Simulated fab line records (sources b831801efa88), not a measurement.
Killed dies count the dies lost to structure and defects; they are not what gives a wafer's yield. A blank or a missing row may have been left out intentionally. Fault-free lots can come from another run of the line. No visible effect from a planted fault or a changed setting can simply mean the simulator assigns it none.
Chamber matching ; flow gf180mcu ; GF_CONTACT_CMP_27 on cmp-02 has 4 sister chambers
The step polishes, stops on SiO2, t overpolish 15 s, target thk 0 nm. 4 wafers are shown with their chamber, then 6 later ones without.

EACH WAFER AND ITS CHAMBER
wafer;chamber;motor_current_A (A)
L453.4;0;11.9
L455.3;2;9.7
L461.3;3;10.9
L461.4;1;13.1

WAFERS WITHOUT THEIR CHAMBER
wafer;motor_current_A (A)
L468.4;12.5
L468.5;13.1
L468.6;10.4
L474.1;10.6
L474.2;10.7
L474.4;12.8

EACH ONE'S CHAMBER
wafer;from the rows above;in truth
L468.4;can't be placed: 0 or 1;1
L468.5;1;1
L468.6;can't be placed: 3 or 2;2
L474.1;can't be placed: 3 or 2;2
L474.2;3;3
L474.4;can't be placed: 1 or 0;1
Correctly placed: 2 of 6. Can't be placed from these rows: 4 (the true chamber is among the candidates in 4). Placed wrongly: 0.
How it was worked out, from the rows above alone: a wafer's distance from a chamber is the root of the sum, over the readings, of the square of ((its reading less the chamber's mean) divided by the reading's scatter). If the next closest chamber is less than 2 further off than the closest, the wafer can't be placed; otherwise it belongs to the closest. The mean given for a chamber averages the wafers shown for that chamber. The scatter: with one shown wafer a chamber, the root of the mean of the squares of how far each hidden wafer lies from its nearest shown one.
